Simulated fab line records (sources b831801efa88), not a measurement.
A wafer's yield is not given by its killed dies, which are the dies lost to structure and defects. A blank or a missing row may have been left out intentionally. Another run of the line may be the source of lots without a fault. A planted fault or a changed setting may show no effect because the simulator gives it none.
Chamber matching / flow gf180mcu / 4 sister chambers for GF_STI_CMP_25 on cmp-02
The step polishes, stops on Si3N4, t overpolish 33 s, target thk 524.6 nm. 30 wafers are shown with their chamber, then 12 later ones without.

== EACH WAFER AND ITS CHAMBER ==
wafer=L074.2; chamber=0; time-to-endpoint-s (s)=132; motor-current-A (A)=11.7; overpolish-run-s (s)=32.997
wafer=L074.3; chamber=1; time-to-endpoint-s (s)=124; motor-current-A (A)=11.3; overpolish-run-s (s)=32.993
wafer=L074.5; chamber=1; time-to-endpoint-s (s)=126; motor-current-A (A)=11.2; overpolish-run-s (s)=33.002
wafer=L076.1; chamber=3; time-to-endpoint-s (s)=124; motor-current-A (A)=10.6; overpolish-run-s (s)=33.000
wafer=L076.3; chamber=1; time-to-endpoint-s (s)=133; motor-current-A (A)=11.8; overpolish-run-s (s)=33.005
wafer=L076.4; chamber=0; time-to-endpoint-s (s)=129; motor-current-A (A)=11.1; overpolish-run-s (s)=33.006
wafer=L077.2; chamber=2; time-to-endpoint-s (s)=130; motor-current-A (A)=11.2; overpolish-run-s (s)=33.004
wafer=L077.4; chamber=0; time-to-endpoint-s (s)=128; motor-current-A (A)=11.5; overpolish-run-s (s)=32.997
wafer=L077.6; chamber=1; time-to-endpoint-s (s)=124; motor-current-A (A)=11.5; overpolish-run-s (s)=33.008
wafer=L078.1; chamber=2; time-to-endpoint-s (s)=130; motor-current-A (A)=11.0; overpolish-run-s (s)=33.004
wafer=L078.3; chamber=0; time-to-endpoint-s (s)=135; motor-current-A (A)=11.6; overpolish-run-s (s)=32.997
wafer=L078.5; chamber=0; time-to-endpoint-s (s)=136; motor-current-A (A)=11.4; overpolish-run-s (s)=33.007
wafer=L079.1; chamber=0; time-to-endpoint-s (s)=129; motor-current-A (A)=11.0; overpolish-run-s (s)=32.988
wafer=L079.4; chamber=1; time-to-endpoint-s (s)=125; motor-current-A (A)=11.1; overpolish-run-s (s)=33.002
wafer=L079.6; chamber=1; time-to-endpoint-s (s)=129; motor-current-A (A)=11.7; overpolish-run-s (s)=32.992
wafer=L081.1; chamber=1; time-to-endpoint-s (s)=128; motor-current-A (A)=10.7; overpolish-run-s (s)=32.989
wafer=L081.3; chamber=0; time-to-endpoint-s (s)=133; motor-current-A (A)=11.3; overpolish-run-s (s)=32.998
wafer=L081.4; chamber=2; time-to-endpoint-s (s)=131; motor-current-A (A)=11.3; overpolish-run-s (s)=33.007
wafer=L084.2; chamber=1; time-to-endpoint-s (s)=125; motor-current-A (A)=11.3; overpolish-run-s (s)=32.997
wafer=L084.4; chamber=0; time-to-endpoint-s (s)=128; motor-current-A (A)=11.2; overpolish-run-s (s)=32.990
wafer=L084.6; chamber=2; time-to-endpoint-s (s)=125; motor-current-A (A)=11.2; overpolish-run-s (s)=32.995
wafer=L085.2; chamber=0; time-to-endpoint-s (s)=129; motor-current-A (A)=11.4; overpolish-run-s (s)=33.002
wafer=L085.3; chamber=3; time-to-endpoint-s (s)=126; motor-current-A (A)=11.3; overpolish-run-s (s)=32.997
wafer=L085.6; chamber=0; time-to-endpoint-s (s)=124; motor-current-A (A)=11.4; overpolish-run-s (s)=32.999
wafer=L086.1; chamber=3; time-to-endpoint-s (s)=122; motor-current-A (A)=11.1; overpolish-run-s (s)=33.000
wafer=L086.4; chamber=2; time-to-endpoint-s (s)=125; motor-current-A (A)=11.6; overpolish-run-s (s)=32.991
wafer=L086.6; chamber=3; time-to-endpoint-s (s)=121; motor-current-A (A)=11.1; overpolish-run-s (s)=32.997
wafer=L087.3; chamber=0; time-to-endpoint-s (s)=137; motor-current-A (A)=11.1; overpolish-run-s (s)=32.990
wafer=L087.5; chamber=3; time-to-endpoint-s (s)=131; motor-current-A (A)=10.4; overpolish-run-s (s)=33.006
wafer=L087.6; chamber=2; time-to-endpoint-s (s)=132; motor-current-A (A)=11.6; overpolish-run-s (s)=33.007

SIGNATURES, as means of the wafers listed above
reading=time-to-endpoint-s; chamber 0=130.91; chamber 1=126.75; chamber 2=128.83; chamber 3=124.80; scatter within a chamber=3.61
reading=motor-current-A; chamber 0=11.336; chamber 1=11.325; chamber 2=11.317; chamber 3=10.900; scatter within a chamber=0.291
reading=overpolish-run-s; chamber 0=32.99736; chamber 1=32.99850; chamber 2=33.00133; chamber 3=33.00000; scatter within a chamber=0.00617
Rule: for each reading, subtract the chamber's mean from the wafer's reading, divide by that reading's scatter and square the result; add these up over the readings and take the root, which gives the wafer's distance from the chamber. The wafer belongs to the nearest chamber; if the next one is less than 2 further off, it can't be placed. The scatter: the root of (the sum of the squares of (reading less its chamber's mean) over the shown wafers, divided by (wafers less chambers)).

== WAFERS WHOSE CHAMBER IS MISSING ==
wafer=L089.2; time-to-endpoint-s (s)=128; motor-current-A (A)=11.5; overpolish-run-s (s)=33.008
wafer=L089.3; time-to-endpoint-s (s)=125; motor-current-A (A)=10.9; overpolish-run-s (s)=33.012
wafer=L089.6; time-to-endpoint-s (s)=132; motor-current-A (A)=10.9; overpolish-run-s (s)=32.983
wafer=L092.2; time-to-endpoint-s (s)=128; motor-current-A (A)=11.0; overpolish-run-s (s)=33.001
wafer=L092.5; time-to-endpoint-s (s)=128; motor-current-A (A)=11.0; overpolish-run-s (s)=32.993
wafer=L092.6; time-to-endpoint-s (s)=124; motor-current-A (A)=11.4; overpolish-run-s (s)=33.015
wafer=L093.2; time-to-endpoint-s (s)=121; motor-current-A (A)=10.7; overpolish-run-s (s)=33.015
wafer=L093.3; time-to-endpoint-s (s)=126; motor-current-A (A)=10.5; overpolish-run-s (s)=32.998
wafer=L093.4; time-to-endpoint-s (s)=126; motor-current-A (A)=10.7; overpolish-run-s (s)=33.005
wafer=L096.2; time-to-endpoint-s (s)=125; motor-current-A (A)=11.3; overpolish-run-s (s)=33.006
wafer=L096.3; time-to-endpoint-s (s)=124; motor-current-A (A)=11.3; overpolish-run-s (s)=33.004
wafer=L096.4; time-to-endpoint-s (s)=130; motor-current-A (A)=11.5; overpolish-run-s (s)=32.994

== EACH ONE'S CHAMBER ==
wafer=L089.2; from the rows above=can't be placed: 2 or 1 or 0 or 3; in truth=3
wafer=L089.3; from the rows above=can't be placed: 3 or 2 or 1 or 0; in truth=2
wafer=L089.6; from the rows above=can't be placed: 0 or 1 or 3 or 2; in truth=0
wafer=L092.2; from the rows above=can't be placed: 3 or 2 or 1 or 0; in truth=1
wafer=L092.5; from the rows above=can't be placed: 1 or 3 or 0 or 2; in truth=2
wafer=L092.6; from the rows above=can't be placed: 2 or 1 or 3 or 0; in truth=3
wafer=L093.2; from the rows above=can't be placed: 3 or 2 or 1 or 0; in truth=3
wafer=L093.3; from the rows above=can't be placed: 3 or 1 or 2 or 0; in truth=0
wafer=L093.4; from the rows above=can't be placed: 3 or 2 or 1 or 0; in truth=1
wafer=L096.2; from the rows above=can't be placed: 2 or 1 or 3 or 0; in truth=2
wafer=L096.3; from the rows above=can't be placed: 1 or 2 or 3 or 0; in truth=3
wafer=L096.4; from the rows above=can't be placed: 0 or 1 or 2 or 3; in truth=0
Correctly placed: 0 of 12. These rows do not allow placing 12 (true chamber among the candidates in 12). Number placed wrongly: 0.
